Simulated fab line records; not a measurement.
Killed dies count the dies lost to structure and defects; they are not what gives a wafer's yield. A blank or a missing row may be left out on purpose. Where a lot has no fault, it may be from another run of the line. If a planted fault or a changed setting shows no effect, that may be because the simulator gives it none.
Which tool is to blame? | flow gf180mcu | 14 lots with 42 wafers sampled at 4 steps, on a route of 602 steps

## WHAT THE GAUGES READ, wafer by wafer
GF_M3_OVL_MEAS_15. Usual: M3_OVL gives 0 nm (standard deviation 6.4).
lot  | measured     | on         | M3_OVL (nm) | flag
L652 | day 22 01:08 | overlay-02 | -10 -4 -4   |
L659 | day 24 10:32 | overlay-02 | 6 -11 2     |
L661 | day 25 07:10 | overlay-01 | 11 3 14     |
L662 | day 25 09:07 | overlay-02 | 1 10 -2     |
L664 | day 25 22:22 | overlay-02 | -3 -3 -8    |
L665 | day 26 12:25 | overlay-01 | -5 1 6      |
L666 | day 26 16:26 | overlay-02 | -6 1 -5     |
L667 | day 27 00:11 | overlay-01 | -1 2 6      |
L669 | day 27 15:13 | overlay-01 | -8 -5 -5    |
L670 | day 27 19:32 | overlay-01 | -6 -2 2     |
L671 | day 28 02:49 | overlay-01 | 14 3 8      |
L672 | day 28 07:48 | overlay-01 | -9 -4 -2    |
L673 | day 28 13:58 | overlay-02 | 5 3 -1      |
L674 | day 28 19:22 | overlay-02 | 6 0 3       |

## EACH LOT AND THE TOOL THAT RAN IT (in order: tool; ch and the chambers of the sampled wafers; start)
lot  | GF_M3_SPUTTER_00             | GF_M3_SPUTTER_02             | GF_M3_SOFTBAKE_10
L652 | pvd-sputter-02, day 21 00:26 | pvd-sputter-02, day 21 00:34 | litho-track-01 ch 0, day 21 12:30
L659 | pvd-sputter-01, day 23 12:14 | pvd-sputter-01, day 23 12:22 | litho-track-02 ch 0, day 23 23:52
L661 | pvd-sputter-01, day 24 09:04 | pvd-sputter-01, day 24 09:12 | litho-track-02 ch 0, day 24 20:16
L662 | pvd-sputter-01, day 24 11:16 | pvd-sputter-01, day 24 11:24 | litho-track-02 ch 0, day 24 22:34
L664 | pvd-sputter-01, day 25 00:18 | pvd-sputter-01, day 25 00:26 | litho-track-04 ch 0, day 25 11:09
L665 | pvd-sputter-01, day 25 14:34 | pvd-sputter-01, day 25 14:41 | litho-track-04 ch 0, day 26 01:36
L666 | pvd-sputter-01, day 25 19:21 | pvd-sputter-01, day 25 19:29 | litho-track-04 ch 0, day 26 05:54
L667 | pvd-sputter-02, day 26 03:02 | pvd-sputter-02, day 26 03:10 | litho-track-04 ch 0, day 26 13:33
L669 | pvd-sputter-02, day 26 18:10 | pvd-sputter-02, day 26 18:17 | litho-track-01 ch 0, day 27 04:55
L670 | pvd-sputter-01, day 26 23:22 | pvd-sputter-01, day 26 23:31 | litho-track-04 ch 0, day 27 09:36
L671 | pvd-sputter-02, day 27 06:45 | pvd-sputter-02, day 27 06:53 | litho-track-02 ch 0, day 27 16:38
L672 | pvd-sputter-03, day 27 12:05 | pvd-sputter-03, day 27 12:13 | litho-track-01 ch 0, day 27 21:56
L673 | pvd-sputter-03, day 27 18:34 | pvd-sputter-03, day 27 18:41 | litho-track-04 ch 0, day 28 04:33
L674 | pvd-sputter-01, day 28 00:01 | pvd-sputter-01, day 28 00:08 | litho-track-04 ch 0, day 28 09:13
- GF_M3_SPUTTER_00: material Ti, target thk 37.5 nm, time 150 s.
- GF_M3_SPUTTER_02: material AlCu, target thk 450 nm, time 23.9 s.
- GF_M3_SOFTBAKE_10: time 60 s.

## AS READ BY THE TOOLS THEMSELVES (means over the sampled wafers that have a number; for cases with no such wafer, the mark the record gives instead)
GF_M3_SPUTTER_00. Usual: cathode-dc-power-W 4000.0 W, standard deviation 0.79; throttle-valve-pct 29.1 %, standard deviation 0.86.
lot  | tool           | cathode-dc-power-W (W) | throttle-valve-pct (%) | flag
L652 | pvd-sputter-02 | 4000.7                 | 29.8                   |
L659 | pvd-sputter-01 | 4000.4                 | 29.0                   |
L661 | pvd-sputter-01 | 3999.8                 | 28.6                   |
L662 | pvd-sputter-01 | 3999.4                 | 29.0                   |
L664 | pvd-sputter-01 | 3999.7                 | 28.4                   |
L665 | pvd-sputter-01 | 4000.7                 | 29.0                   |
L666 | pvd-sputter-01 | 3999.9                 | 28.2                   |
L667 | pvd-sputter-02 | 3999.9                 | 29.2                   |
L669 | pvd-sputter-02 | 4000.0                 | 28.7                   |
L670 | pvd-sputter-01 | 3999.3                 | 28.8                   |
L671 | pvd-sputter-02 | 3999.9                 | 29.8                   |
L672 | pvd-sputter-03 | 3999.7                 | 30.7                   |
L673 | pvd-sputter-03 | 4000.0                 | 30.8                   |
L674 | pvd-sputter-01 | 4000.2                 | 28.6                   |

GF_M3_SPUTTER_02. Usual: cathode-dc-power-W 10600 W, standard deviation 1.8; throttle-valve-pct 29.1 %, standard deviation 0.87.
lot  | tool           | cathode-dc-power-W (W) | throttle-valve-pct (%) | flag
L652 | pvd-sputter-02 | 10600                  | 29.8                   |
L659 | pvd-sputter-01 | 10601                  | 29.0                   |
L661 | pvd-sputter-01 | 10601                  | 28.9                   |
L662 | pvd-sputter-01 | 10599                  | 29.0                   |
L664 | pvd-sputter-01 | 10599                  | 28.5                   |
L665 | pvd-sputter-01 | 10602                  | 28.8                   |
L666 | pvd-sputter-01 | 10599                  | 28.2                   |
L667 | pvd-sputter-02 | 10598                  | 29.3                   |
L669 | pvd-sputter-02 | 10601                  | 28.5                   |
L670 | pvd-sputter-01 | 10600                  | 28.7                   |
L671 | pvd-sputter-02 | 10600                  | 29.6                   |
L672 | pvd-sputter-03 | 10601                  | 30.8                   |
L673 | pvd-sputter-03 | 10601                  | 31.0                   |
L674 | pvd-sputter-01 | 10601                  | 28.6                   |

GF_M3_SOFTBAKE_10. Usual: run-length-s reads 89.23 s (standard deviation 0.16).
lot  | tool           | run-length-s (s) | flag
L652 | litho-track-01 | 89.44            |
L659 | litho-track-02 | 91.56            | OFF
L661 | litho-track-02 | 89.98            | OFF
L662 | litho-track-02 | 89.98            | OFF
L664 | litho-track-04 | 89.12            |
L665 | litho-track-04 | 89.13            |
L666 | litho-track-04 | 89.23            |
L667 | litho-track-04 | 89.19            |
L669 | litho-track-01 | 89.33            |
L670 | litho-track-04 | 89.28            |
L671 | litho-track-02 | 89.15            |
L672 | litho-track-01 | 89.42            |
L673 | litho-track-04 | 89.25            |
L674 | litho-track-04 | 89.24            |

## THE ANSWER, worked out from the rows above alone
Rule: a lot counts as off when the mean over its wafers that have a number is more than 3 standard deviations away from the usual mean. Also off: a lot with no number at a reading for which 4 or more lots have one. Any other lot the step has rows for is counted as sound. After the gauges, taken in route order, come the tools' own readings; for these a lot's mean is taken, as printed above. At the first step where some lot is off, the reading lying furthest off is the one used; lots without a number count as furthest.
Off, at GF_M3_SOFTBAKE_10 on run-length-s: L659, L661, L662.
A tool fits if, at that step or a process step before it, it ran every lot that is off, and no sound lot after the first of them. Not one of the candidates tried fits.

## WHAT THE SIMULATOR PUT IN
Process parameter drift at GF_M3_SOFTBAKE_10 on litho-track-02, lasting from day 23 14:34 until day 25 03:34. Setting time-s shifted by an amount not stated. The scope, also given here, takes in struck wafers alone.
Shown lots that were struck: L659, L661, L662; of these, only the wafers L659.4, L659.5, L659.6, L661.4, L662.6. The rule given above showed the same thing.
